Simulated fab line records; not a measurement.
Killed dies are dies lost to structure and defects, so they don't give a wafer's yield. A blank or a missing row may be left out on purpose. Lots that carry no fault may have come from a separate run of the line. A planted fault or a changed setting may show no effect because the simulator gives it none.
Which tool is to blame? -- flow gf180mcu -- 42 wafers from 14 lots sampled at 4 of the route's 602 steps

== WHAT EACH GAUGE READ, for each wafer ==
GF_HV_LDD_OVL_MEAS_20. Usual: for HV_LDD_01_OVL the level is 0.9 nm and the standard deviation is 1.3.
lot,measured,on,HV_LDD_01_OVL (nm),flag
L919,day 10 16:31,overlay-02,0.7 1.1 2.9,
L920,day 11 00:49,overlay-01,1.7 0.6 -0.6,
L921,day 11 04:49,overlay-02,0.8 1.1 2.1,
L922,day 11 11:45,overlay-02,-0.5 1.2 0.1,
L923,day 12 01:22,overlay-01,1.4 1.5 0.9,
L924,day 12 06:37,overlay-01,3.6 1.7 3.2,
L925,day 12 15:07,overlay-02,1.3 2.2 2.6,
L926,day 13 06:28,overlay-01,0.9 -0.2 1.6,
L935,day 15 20:16,overlay-02,-1.4 -1.7 -1.6,
L936,day 16 01:19,overlay-02,1.1 0.5 0.7,
L937,day 16 08:13,overlay-02,1.8 1.0 1.3,
L938,day 16 19:46,overlay-01,2.1 1.5 2.8,
L940,day 17 09:22,overlay-01,1.2 2.0 1.7,
L941,day 17 15:07,overlay-01,-0.8 0.6 1.4,

GF_HV_LDD_OVL_MEAS_32. Usual: for HV_LDD_02_OVL the level is 0.1 nm and the standard deviation is 1.7.
lot,measured,on,HV_LDD_02_OVL (nm),flag
L919,day 11 10:52,overlay-01,0.7 1.0 -0.5,
L920,day 11 19:21,overlay-01,0.4 2.0 0.2,
L921,day 11 23:49,overlay-01,-0.2 1.3 0.4,
L922,day 12 06:42,overlay-02,-1.0 -0.5 -1.2,
L923,day 12 20:57,overlay-02,-2.3 -1.3 -1.5,
L924,day 13 02:12,overlay-01,1.2 4.8 2.2,
L925,day 13 10:55,overlay-02,-2.5 0.2 0.1,
L926,day 14 03:28,overlay-02,2.1 2.2 1.3,
L935,day 16 18:58,overlay-01,-3.9 -3.2 -2.3,
L936,day 17 00:04,overlay-02,-1.4 -0.1 0.1,
L937,day 17 06:40,overlay-02,1.6 2.0 1.9,
L938,day 17 19:13,overlay-02,-1.2 -2.4 -0.4,
L940,day 18 08:49,overlay-02,-1.2 -1.1 -2.8,
L941,day 18 14:40,overlay-02,0.9 0.2 -1.0,

GF_SALICIDE_THK_MEAS_05: measures by xrf. Usual: for SALICIDE_TIN_THK the level is 20.2 nm and the standard deviation is 0.3.
lot,measured,on,SALICIDE_TIN_THK (nm),flag
L919,day 15 00:53,filmMetro-03,20.2 20.2 20.4,
L920,day 15 10:03,filmMetro-03,20.0 20.0 20.0,
L921,day 15 18:04,filmMetro-02,20.4 20.3 20.0,
L922,day 15 23:49,filmMetro-02,20.3 20.5 20.6,
L923,day 16 14:50,filmMetro-02,20.0 20.3 20.1,
L924,day 16 20:34,filmMetro-03,20.9 20.6 20.3,
L925,day 17 07:31,filmMetro-03,19.9 20.0 19.8,
L926,day 18 01:33,filmMetro-02,20.3 20.5 20.4,
L935,day 20 22:13,filmMetro-02,20.6 20.1 20.4,
L936,day 21 04:49,filmMetro-03,19.8 20.0 19.7,
L937,day 21 11:34,filmMetro-02,20.5 20.1 20.5,
L938,day 22 00:23,filmMetro-03,20.8 20.3 20.7,
L940,day 22 15:07,filmMetro-02,20.2 20.6 20.3,
L941,day 22 19:55,filmMetro-03,20.6 20.6 20.7,

== TOOL THAT RAN EACH LOT (tool first, then ch and the chambers of the sampled wafers, then the start) ==
lot,GF_PSD_DEVELOP_06
L919,"lithoTrack-04 ch 0, day 14 01:59"
L920,"lithoTrack-01 ch 0, day 14 11:17"
L921,"lithoTrack-02 ch 0, day 14 19:03"
L922,"lithoTrack-02 ch 0, day 15 00:38"
L923,"lithoTrack-02 ch 0, day 15 14:50"
L924,"lithoTrack-04 ch 0, day 15 20:26"
L925,"lithoTrack-02 ch 0, day 16 07:37"
L926,"lithoTrack-04 ch 0, day 17 00:51"
L935,"lithoTrack-02 ch 0, day 19 21:10"
L936,"lithoTrack-02 ch 0, day 20 03:51"
L937,"lithoTrack-04 ch 0, day 20 10:20"
L938,"lithoTrack-04 ch 0, day 20 23:11"
L940,"lithoTrack-01 ch 0, day 21 14:28"
L941,"lithoTrack-04 ch 0, day 21 18:53"
- GF_PSD_DEVELOP_06: develop time 60 s.

== AS READ BY THE TOOLS THEMSELVES (means over the sampled wafers that have a number; for cases with no such wafer, the mark the record gives instead) ==
GF_PSD_DEVELOP_06. Usual: developerTempC at 22.99 C, with a standard deviation of 0.1.
lot,tool,developerTempC (C),flag
L919,lithoTrack-04,22.90,
L920,lithoTrack-01,22.88,
L921,lithoTrack-02,22.96,
L922,lithoTrack-02,22.94,
L923,lithoTrack-02,23.02,
L924,lithoTrack-04,23.03,
L925,lithoTrack-02,23.06,
L926,lithoTrack-04,23.07,
L935,lithoTrack-02,22.34,OFF
L936,lithoTrack-02,22.38,OFF
L937,lithoTrack-04,22.94,
L938,lithoTrack-04,22.83,
L940,lithoTrack-01,22.98,
L941,lithoTrack-04,23.00,

== THE ANSWER, worked out from the rows above alone ==
Rule: lot off if the mean of its wafers having a number is beyond 3 standard deviations from the usual mean. A lot without any number at a reading at which 4 lots or more have one is off too. Where the step has rows for the other lots, those lots are counted as sound. After the gauges, taken in route order, come the tools' own readings; for these a lot's mean is taken, as printed above. At the first step where some lot is off, the reading lying furthest off is the one used; lots without a number count as furthest.
Off: L935, L936 (GF_PSD_DEVELOP_06, developerTempC).
A tool fits if, at that step or a process step before it, it ran every lot that is off, and no sound lot after the first of them. One fits: GF_PSD_DEVELOP_06 on lithoTrack-02. A fault onset in the window from L925 (day 16 07:37, its last sound lot) to L935 (day 19 21:10, its first lot off) fits.
On the lots that are off, the tool's own readings at GF_PSD_DEVELOP_06 differ by more than 5 times the standard deviation of the sound lots' means, which bears it out; developerTempC reads 22.36 C there versus 22.97 C on the sound lots.

== WHAT THE SIMULATOR HAD INSERTED ==
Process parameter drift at GF_PSD_DEVELOP_06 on lithoTrack-02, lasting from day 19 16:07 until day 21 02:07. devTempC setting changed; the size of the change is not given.
Struck lots among those shown: L935, L936. This agrees with what the rule above found.
